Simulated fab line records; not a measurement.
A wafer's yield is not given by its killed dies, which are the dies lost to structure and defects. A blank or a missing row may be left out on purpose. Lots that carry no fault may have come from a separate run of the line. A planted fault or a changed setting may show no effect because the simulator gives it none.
fab line records + flow sky130
[record]
- lots = 12
- wafers = 36
- last-day = 50
route steps=708 shown LDD_LDN@296 RES_XHIGH@340 SD_N@356 SD_P@359
lots that met no fault: taken from a fault-free run of the same line
start-h: start of the lot's first displayed wafer, in hours after the record's first day + wait-h: hours from the lot's prior step to this one + " same as the row above + L1.1+2: a single row standing in for several wafers + - no value, or no start given + * or withheld: withheld + < > ~ a bound
route shown NAME@n: a module of which the file shows steps, and the number in the route of the first + usual: average and standard deviation across the fault-free wafers + same: alike in all rows + chamber/n: place in a boat + sites: readings site by site + _std_site: the values' standard deviation + _edge_site: inner sites' mean taken away from outer sites' mean + radius-mm: for every site, how far away it sits from the centre of the wafer + mask NAME#n: copy n + behind: the last tool/chamber to shape the wafer + hold: what put the lot on hold/how long, in hours/how the hold closed + device: transistor that didn't switch, given as n, p or np + end of line: tests of these same wafers at the route's end + a step with no rows: only its recipe + killed: the dies lost at the first sort to structure and to defects; this is not the yield of the wafer + map: shows each die of a wafer: x if killed, . if not, _ if none is there
set.NAME: setting as actually run; set.NAME@STEP: the setting as run at that earlier step + model.NAME: the simulator's own value behind a step, which no gauge read
one table for each step of the route and one row for each wafer, over a sample of lots
services: when a tool's chamber went out of use (start-h, in hours from the record's first day, below 0 if earlier), for how many hours, and the reason
[[steps]]
[step SKY_LDD_LDN_OVL_MEAS_07]
[usual]
- LDD_LDN_OVL = 1.0/1.4
| lot.wafer | tool       | chamber | start-h | wait-h | LDD_LDN_OVL[nm] |
|-----------|------------|---------|---------|--------|-----------------|
| L855.1    | overlay-02 | -       | 523.24  | 0.1    | 1.3             |
| L855.2    | "          | -       | "       | "      | 2.5             |
| L855.5    | "          | -       | "       | "      | 3.0             |
| L856.1    | overlay-02 | -       | 537.13  | 0.1    | -0.3            |
| L856.2    | "          | -       | "       | "      | -1.9            |
| L856.4    | "          | -       | "       | "      | -1.2            |
| L860.2    | overlay-01 | -       | 572.88  | 0.1    | 1.7             |
| L860.4    | "          | -       | "       | "      | 1.4             |
| L860.6    | "          | -       | "       | "      | 0.4             |
| L861.1    | overlay-01 | -       | 582.72  | 0.1    | 0.5             |
| L861.2    | "          | -       | "       | "      | 2.5             |
| L861.4    | "          | -       | "       | "      | 2.9             |
| L862.4    | overlay-02 | -       | 591.50  | 0.1    | 0.3             |
| L862.5    | "          | -       | "       | "      | -0.8            |
| L862.6    | "          | -       | "       | "      | 0.6             |
| L863.1    | overlay-01 | -       | 595.29  | 0.1    | -0.3            |
| L863.2    | "          | -       | "       | "      | 0.4             |
| L863.6    | "          | -       | "       | "      | -0.3            |
| L864.2    | overlay-01 | -       | 601.38  | 0.1    | 2.1             |
| L864.3    | "          | -       | "       | "      | 2.2             |
| L864.5    | "          | -       | "       | "      | 1.3             |
| L869.1    | overlay-01 | -       | 650.19  | 0.1    | -1.5            |
| L869.3    | "          | -       | "       | "      | 0.0             |
| L869.4    | "          | -       | "       | "      | 0.3             |
| L870.2    | overlay-01 | -       | 655.58  | 0.1    | 1.5             |
| L870.3    | "          | -       | "       | "      | 3.5             |
| L870.4    | "          | -       | "       | "      | 3.5             |
| L871.2    | overlay-01 | -       | 667.43  | 0.1    | 0.4             |
| L871.4    | "          | -       | "       | "      | 1.5             |
| L871.6    | "          | -       | "       | "      | 0.9             |
| L872.1    | overlay-02 | -       | 668.53  | 0.1    | -1.3            |
| L872.3    | "          | -       | "       | "      | 0.3             |
| L872.4    | "          | -       | "       | "      | 0.7             |
| L877.1    | overlay-02 | -       | 710.73  | 0.1    | 1.3             |
| L877.2    | "          | -       | "       | "      | 0.1             |
| L877.4    | "          | -       | "       | "      | 1.7             |
[step SKY_LDD_LDN_TW_MEAS_13]
[usual]
- LDD_LDN_TW = 1485/15
| lot.wafer | tool          | chamber | start-h | wait-h | LDD_LDN_TW |
|-----------|---------------|---------|---------|--------|------------|
| L855.1    | film-metro-01 | -       | 524.02  | 0.1    | 1484       |
| L855.2    | "             | -       | "       | "      | 1482       |
| L855.5    | "             | -       | "       | "      | 1483       |
| L856.1    | film-metro-03 | -       | 537.91  | 0.1    | 1476       |
| L856.2    | "             | -       | "       | "      | 1488       |
| L856.4    | "             | -       | "       | "      | 1469       |
| L860.2    | film-metro-01 | -       | 573.62  | 0.1    | 1486       |
| L860.4    | "             | -       | "       | "      | 1482       |
| L860.6    | "             | -       | "       | "      | 1484       |
| L861.1    | film-metro-03 | -       | 583.46  | 0.1    | 1467       |
| L861.2    | "             | -       | "       | "      | 1469       |
| L861.4    | "             | -       | "       | "      | 1471       |
| L862.4    | film-metro-04 | -       | 592.24  | 0.1    | 1501       |
| L862.5    | "             | -       | "       | "      | 1501       |
| L862.6    | "             | -       | "       | "      | 1504       |
| L863.1    | film-metro-01 | -       | 596.02  | 0.1    | 1479       |
| L863.2    | "             | -       | "       | "      | 1472       |
| L863.6    | "             | -       | "       | "      | 1474       |
| L864.2    | film-metro-03 | -       | 602.12  | 0.1    | 1477       |
| L864.3    | "             | -       | "       | "      | 1480       |
| L864.5    | "             | -       | "       | "      | 1485       |
| L869.1    | film-metro-04 | -       | 650.92  | 0.1    | 1510       |
| L869.3    | "             | -       | "       | "      | 1513       |
| L869.4    | "             | -       | "       | "      | 1510       |
| L870.2    | film-metro-04 | -       | 656.32  | 0.1    | 1500       |
| L870.3    | "             | -       | "       | "      | 1507       |
| L870.4    | "             | -       | "       | "      | 1507       |
| L871.2    | film-metro-03 | -       | 668.17  | 0.1    | 1481       |
| L871.4    | "             | -       | "       | "      | 1489       |
| L871.6    | "             | -       | "       | "      | 1474       |
| L872.1    | film-metro-03 | -       | 669.26  | 0.1    | 1480       |
| L872.3    | "             | -       | "       | "      | 1477       |
| L872.4    | "             | -       | "       | "      | 1471       |
| L877.1    | film-metro-01 | -       | 711.46  | 0.1    | 1489       |
| L877.2    | "             | -       | "       | "      | 1478       |
| L877.4    | "             | -       | "       | "      | 1485       |
[step SKY_RES_XHIGH_STRIP_08]
[recipe]
- chemistry = O2/N2
- power-w = 1400
- pressure-mtorr = 1500
- platen-temp-c = withheld
- o2-flow-sccm = 3000
- n2-flow-sccm = 300
- overash-fraction = 0.5
[usual]
- drypump-motor-current-A = 5.9/0.46
- oes-product-au = 0.711/0.0042
- strip-time-to-endpoint-s = 14.27/0.044
| lot.wafer | tool            | chamber | start-h | wait-h | drypump-motor-current-A | oes-product-au | rf-hours-counter-h | strip-time-to-endpoint-s |
|-----------|-----------------|---------|---------|--------|-------------------------|----------------|--------------------|--------------------------|
| L855.1    | plasma-asher-04 | 1       | 615.16  | 0.1    | 5.9                     | 0.715          | 19                 | 14.23                    |
| L855.2    | "               | 0       | "       | "      | 5.6                     | 0.714          | 19                 | 14.30                    |
| L855.5    | "               | 1       | "       | "      | 5.9                     | 0.712          | -                  | 14.28                    |
| L856.1    | plasma-asher-04 | 0       | 627.88  | 0.1    | 5.5                     | 0.710          | 20                 | 14.28                    |
| L856.2    | "               | 1       | "       | "      | 5.9                     | 0.712          | 20                 | 14.25                    |
| L856.4    | "               | 1       | "       | "      | 5.9                     | 0.710          | -                  | 14.30                    |
| L860.2    | plasma-asher-03 | 0       | 662.61  | 0.1    | 6.2                     | 0.707          | 54                 | 14.37                    |
| L860.4    | "               | 1       | "       | "      | 5.8                     | 0.712          | -                  | 14.36                    |
| L860.6    | "               | 1       | "       | "      | 5.8                     | 0.709          | -                  | 14.31                    |
| L861.1    | plasma-asher-02 | 1       | 672.88  | 0.1    | 5.1                     | 0.724          | 85                 | 14.28                    |
| L861.2    | "               | 0       | "       | "      | 6.7                     | 0.707          | 85                 | 14.25                    |
| L861.4    | "               | 0       | "       | "      | 6.6                     | 0.713          | -                  | 14.25                    |
| L862.4    | plasma-asher-03 | 0       | 680.71  | 0.1    | 6.2                     | 0.709          | -                  | 14.28                    |
| L862.5    | "               | 0       | "       | "      | 6.2                     | 0.703          | -                  | 14.29                    |
| L862.6    | "               | 1       | "       | "      | 5.8                     | 0.715          | -                  | 14.24                    |
| L863.1    | plasma-asher-03 | 1       | 683.26  | 0.1    | 5.8                     | 0.712          | 56                 | 14.30                    |
| L863.2    | "               | 0       | "       | "      | 6.2                     | 0.707          | 56                 | 14.30                    |
| L863.6    | "               | 0       | "       | "      | 6.2                     | 0.705          | -                  | 14.23                    |
| L864.2    | plasma-asher-04 | 0       | 689.71  | 0.1    | 5.6                     | 0.712          | 26                 | 14.29                    |
| L864.3    | "               | 1       | "       | "      | 5.9                     | 0.712          | -                  | 14.23                    |
| L864.5    | "               | 0       | "       | "      | 5.6                     | 0.712          | -                  | 14.28                    |
| L869.1    | plasma-asher-04 | 1       | 737.69  | 0.1    | 5.9                     | 0.709          | 31                 | 14.37                    |
| L869.3    | "               | 0       | "       | "      | 5.5                     | 0.713          | -                  | 14.32                    |
| L869.4    | "               | 1       | "       | "      | 5.9                     | 0.710          | -                  | 14.36                    |
| L870.2    | plasma-asher-03 | 0       | 743.39  | 0.1    | 6.2                     | 0.707          | 62                 | 14.29                    |
| L870.3    | "               | 0       | "       | "      | 6.2                     | 0.707          | -                  | 14.30                    |
| L870.4    | "               | 1       | "       | "      | 5.8                     | 0.715          | -                  | 14.28                    |
| L871.2    | plasma-asher-04 | 1       | 753.88  | 0.1    | 5.9                     | 0.706          | 33                 | 14.25                    |
| L871.4    | "               | 1       | "       | "      | 5.9                     | 0.706          | -                  | 14.25                    |
| L871.6    | "               | 0       | "       | "      | 5.6                     | 0.712          | -                  | 14.17                    |
| L872.1    | plasma-asher-02 | 1       | 756.41  | 0.1    | 5.1                     | 0.709          | 94                 | 14.20                    |
| L872.3    | "               | 1       | "       | "      | 5.1                     | 0.715          | -                  | 14.25                    |
| L872.4    | "               | 0       | "       | "      | 6.6                     | 0.712          | -                  | 14.18                    |
| L877.1    | plasma-asher-03 | 1       | 794.94  | 0.1    | 5.8                     | 0.711          | 67                 | 14.26                    |
| L877.2    | "               | 0       | "       | "      | 6.2                     | 0.715          | 67                 | 14.29                    |
| L877.4    | "               | 1       | "       | "      | 5.8                     | 0.717          | -                  | 14.28                    |
[step SKY_SD_N_RTA_14]
[recipe]
- temp-c = 1075
- time-s = 2
- idle-temp-c = 650
- ramp-up-c-per-s = 150
- ramp-down-c-per-s = 90
- ambient = N2
[usual]
- lamp-power-pct = 15.74/0.052
- wafer_temp_C_max = 1078.1/1.5
| lot.wafer | tool          | chamber | start-h | wait-h | lamp-power-pct | wafer_temp_C_max |
|-----------|---------------|---------|---------|--------|----------------|------------------|
| L855.1    | rtp-anneal-02 | 0       | 644.79  | 0.0    | 15.73          | 1078.5           |
| L855.2    | "             | 0       | "       | "      | 15.76          | 1078.6           |
| L855.5    | "             | 0       | "       | "      | 15.74          | 1077.7           |
| L856.1    | rtp-anneal-01 | 0       | 656.70  | 0.0    | 15.69          | 1077.8           |
| L856.2    | "             | 0       | "       | "      | 15.75          | 1079.1           |
| L856.4    | "             | 0       | "       | "      | 15.76          | 1077.5           |
| L860.2    | rtp-anneal-01 | 0       | 691.56  | 0.0    | 15.71          | 1076.4           |
| L860.4    | "             | 0       | "       | "      | 15.71          | 1077.7           |
| L860.6    | "             | 0       | "       | "      | 15.76          | 1077.5           |
| L861.1    | rtp-anneal-02 | 0       | 701.65  | 0.0    | 15.68          | 1077.4           |
| L861.2    | "             | 0       | "       | "      | 15.82          | 1078.8           |
| L861.4    | "             | 0       | "       | "      | 15.69          | 1079.4           |
| L862.4    | rtp-anneal-01 | 0       | 709.37  | 0.0    | 15.79          | 1077.4           |
| L862.5    | "             | 0       | "       | "      | 15.69          | 1079.2           |
| L862.6    | "             | 0       | "       | "      | 15.72          | 1077.3           |
| L863.1    | rtp-anneal-02 | 0       | 712.30  | 0.0    | 15.72          | 1078.4           |
| L863.2    | "             | 0       | "       | "      | 15.67          | 1078.2           |
| L863.6    | "             | 0       | "       | "      | 15.68          | 1076.4           |
| L864.2    | rtp-anneal-01 | 0       | 718.40  | 0.0    | 15.79          | 1077.1           |
| L864.3    | "             | 0       | "       | "      | 15.73          | 1084.5           |
| L864.5    | "             | 0       | "       | "      | 15.71          | 1076.7           |
| L869.1    | rtp-anneal-02 | 0       | 765.64  | 0.0    | 15.67          | 1079.1           |
| L869.3    | "             | 0       | "       | "      | 15.80          | 1077.6           |
| L869.4    | "             | 0       | "       | "      | 15.66          | 1078.5           |
| L870.2    | rtp-anneal-01 | 0       | 771.41  | 0.0    | 14.91          | 1078.8           |
| L870.3    | "             | 0       | "       | "      | 15.00          | 1077.4           |
| L870.4    | "             | 0       | "       | "      | 14.93          | 1079.3           |
| L871.2    | rtp-anneal-02 | 0       | 781.87  | 0.0    | 15.68          | 1076.5           |
| L871.4    | "             | 0       | "       | "      | 15.73          | 1076.0           |
| L871.6    | "             | 0       | "       | "      | 15.81          | 1079.0           |
| L872.1    | rtp-anneal-01 | 0       | 784.50  | 0.0    | 14.86          | 1080.9           |
| L872.3    | "             | 0       | "       | "      | 15.00          | 1076.9           |
| L872.4    | "             | 0       | "       | "      | 14.88          | 1077.9           |
| L877.1    | rtp-anneal-02 | 0       | 821.41  | 0.0    | 15.86          | 1077.5           |
| L877.2    | "             | 0       | "       | "      | 15.75          | 1078.7           |
| L877.4    | "             | 0       | "       | "      | 15.71          | 1077.6           |
[step SKY_SD_N_RS_MEAS_16]
[recipe]
- thk-meas-gauge = four-point-probe
[usual]
- SD_N_RS = 68.55/0.11
| lot.wafer | tool          | chamber | start-h | wait-h | SD_N_RS[ohm/sq] |
|-----------|---------------|---------|---------|--------|-----------------|
| L855.1    | film-metro-02 | -       | 644.96  | 0.1    | 68.39           |
| L855.2    | "             | -       | "       | "      | 68.50           |
| L855.5    | "             | -       | "       | "      | 68.59           |
| L856.1    | film-metro-02 | -       | 656.88  | 0.1    | 68.66           |
| L856.2    | "             | -       | "       | "      | 68.63           |
| L856.4    | "             | -       | "       | "      | 68.57           |
| L860.2    | film-metro-02 | -       | 691.74  | 0.1    | 68.48           |
| L860.4    | "             | -       | "       | "      | 68.47           |
| L860.6    | "             | -       | "       | "      | 68.61           |
| L861.1    | film-metro-02 | -       | 701.83  | 0.1    | 68.54           |
| L861.2    | "             | -       | "       | "      | 68.53           |
| L861.4    | "             | -       | "       | "      | 68.71           |
| L862.4    | film-metro-01 | -       | 709.57  | 0.1    | 68.71           |
| L862.5    | "             | -       | "       | "      | 68.64           |
| L862.6    | "             | -       | "       | "      | 68.60           |
| L863.1    | film-metro-02 | -       | 712.47  | 0.1    | 68.57           |
| L863.2    | "             | -       | "       | "      | 68.59           |
| L863.6    | "             | -       | "       | "      | 68.55           |
| L864.2    | film-metro-02 | -       | 718.59  | 0.1    | 68.55           |
| L864.3    | "             | -       | "       | "      | 68.63           |
| L864.5    | "             | -       | "       | "      | 68.69           |
| L869.1    | film-metro-02 | -       | 765.81  | 0.1    | 68.61           |
| L869.3    | "             | -       | "       | "      | 68.49           |
| L869.4    | "             | -       | "       | "      | 68.49           |
| L870.2    | film-metro-01 | -       | 771.60  | 0.1    | 72.36           |
| L870.3    | "             | -       | "       | "      | 72.37           |
| L870.4    | "             | -       | "       | "      | 72.42           |
| L871.2    | film-metro-01 | -       | 782.06  | 0.1    | 68.52           |
| L871.4    | "             | -       | "       | "      | 68.58           |
| L871.6    | "             | -       | "       | "      | 68.67           |
| L872.1    | film-metro-04 | -       | 784.67  | 0.1    | 72.35           |
| L872.3    | "             | -       | "       | "      | 72.06           |
| L872.4    | "             | -       | "       | "      | 72.36           |
| L877.1    | film-metro-04 | -       | 821.58  | 0.1    | 68.55           |
| L877.2    | "             | -       | "       | "      | 68.56           |
| L877.4    | "             | -       | "       | "      | 68.59           |
[step SKY_SD_N_RS_MEAS_17]
[recipe]
- thk-meas-gauge = four-point-probe
[usual]
- SD_P_RS = 147.1/0.33
| lot.wafer | tool          | chamber | start-h | wait-h | SD_P_RS[ohm/sq] |
|-----------|---------------|---------|---------|--------|-----------------|
| L855.1    | film-metro-02 | -       | 645.08  | 0.1    | 146.6           |
| L855.2    | "             | -       | "       | "      | 146.8           |
| L855.5    | "             | -       | "       | "      | 146.6           |
| L856.1    | film-metro-02 | -       | 657.00  | 0.1    | 146.7           |
| L856.2    | "             | -       | "       | "      | 146.9           |
| L856.4    | "             | -       | "       | "      | 147.0           |
| L860.2    | film-metro-02 | -       | 691.86  | 0.1    | 147.5           |
| L860.4    | "             | -       | "       | "      | 147.6           |
| L860.6    | "             | -       | "       | "      | 146.5           |
| L861.1    | film-metro-02 | -       | 701.95  | 0.1    | 147.2           |
| L861.2    | "             | -       | "       | "      | 146.6           |
| L861.4    | "             | -       | "       | "      | 147.0           |
| L862.4    | film-metro-01 | -       | 709.69  | 0.1    | 147.5           |
| L862.5    | "             | -       | "       | "      | 147.5           |
| L862.6    | "             | -       | "       | "      | 147.1           |
| L863.1    | film-metro-02 | -       | 712.59  | 0.1    | 146.8           |
| L863.2    | "             | -       | "       | "      | 147.4           |
| L863.6    | "             | -       | "       | "      | 147.0           |
| L864.2    | film-metro-02 | -       | 718.71  | 0.1    | 147.3           |
| L864.3    | "             | -       | "       | "      | 147.0           |
| L864.5    | "             | -       | "       | "      | 147.3           |
| L869.1    | film-metro-02 | -       | 765.93  | 0.1    | 147.1           |
| L869.3    | "             | -       | "       | "      | 147.1           |
| L869.4    | "             | -       | "       | "      | 147.0           |
| L870.2    | film-metro-01 | -       | 771.72  | 0.1    | 168.3           |
| L870.3    | "             | -       | "       | "      | 168.7           |
| L870.4    | "             | -       | "       | "      | 168.5           |
| L871.2    | film-metro-01 | -       | 782.18  | 0.1    | 147.2           |
| L871.4    | "             | -       | "       | "      | 147.2           |
| L871.6    | "             | -       | "       | "      | 147.2           |
| L872.1    | film-metro-04 | -       | 784.79  | 0.1    | 168.5           |
| L872.3    | "             | -       | "       | "      | 167.9           |
| L872.4    | "             | -       | "       | "      | 168.2           |
| L877.1    | film-metro-04 | -       | 821.70  | 0.1    | 147.5           |
| L877.2    | "             | -       | "       | "      | 146.9           |
| L877.4    | "             | -       | "       | "      | 147.0           |
[[services]]
| tool            | chamber | start-h | hours | kind   |
|-----------------|---------|---------|-------|--------|
| plasma-asher-03 | -       | 596.00  | 1.1   | repair |
| plasma-asher-04 | -       | 615.37  | 1.3   | repair |
| plasma-asher-02 | -       | 625.77  | 25.5  | repair |
| plasma-asher-04 | -       | 633.65  | 2.2   | repair |
| plasma-asher-04 | -       | 672.88  | 0.8   | repair |
| plasma-asher-02 | -       | 691.11  | 3.1   | repair |
| rtp-anneal-01   | -       | 700.45  | 2.7   | pm     |
| plasma-asher-02 | -       | 711.83  | 2.7   | repair |
| rtp-anneal-02   | -       | 748.81  | 4.7   | pm     |
| plasma-asher-03 | -       | 753.02  | 3.6   | repair |
| plasma-asher-02 | -       | 772.49  | 0.9   | repair |
| plasma-asher-04 | -       | 775.43  | 4.1   | repair |
[[key]]
[first-sign]
- step = SKY_SD_N_RTA_14
- reading = lamp-power-pct
- direction = down
- sigmas = 15
- usual = 15.74
- struck = 14.93
[effect]
- step = SKY_SD_N_RS_MEAS_16
- reading = SD_N_RS
- direction = up
- sigmas = 33
- usual = 68.55
- struck = 72.32
[effect]
- step = SKY_SD_N_RS_MEAS_17
- reading = SD_P_RS
- direction = up
- sigmas = 65
- usual = 147.1
- struck = 168.3
met-at SKY_SD_N_RTA_14
struck-lots L870,L872
tester-left-out L870,L872
not-acting-at SKY_LDD_LDN_OVL_MEAS_07,SKY_LDD_LDN_TW_MEAS_13,SKY_RES_XHIGH_STRIP_08
onset-between 718.40 771.41
[fault]
- kind = process-parameter-drift
- tool = rtp-anneal-01
- chamber = -
- onset-h = 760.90
- steps = SKY_SD_N_RTA_14
- channel = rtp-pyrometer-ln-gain
- offset = 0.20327
- shape = step
- end-h = 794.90
// tester-left-out: of these lots the tester's yield and bins aren't shown, on N5 and GAA mostly nor the transistor test; their killed dies are dies lost to structure and defects alone, not to doping, threshold or leakage, so they don't give the yield
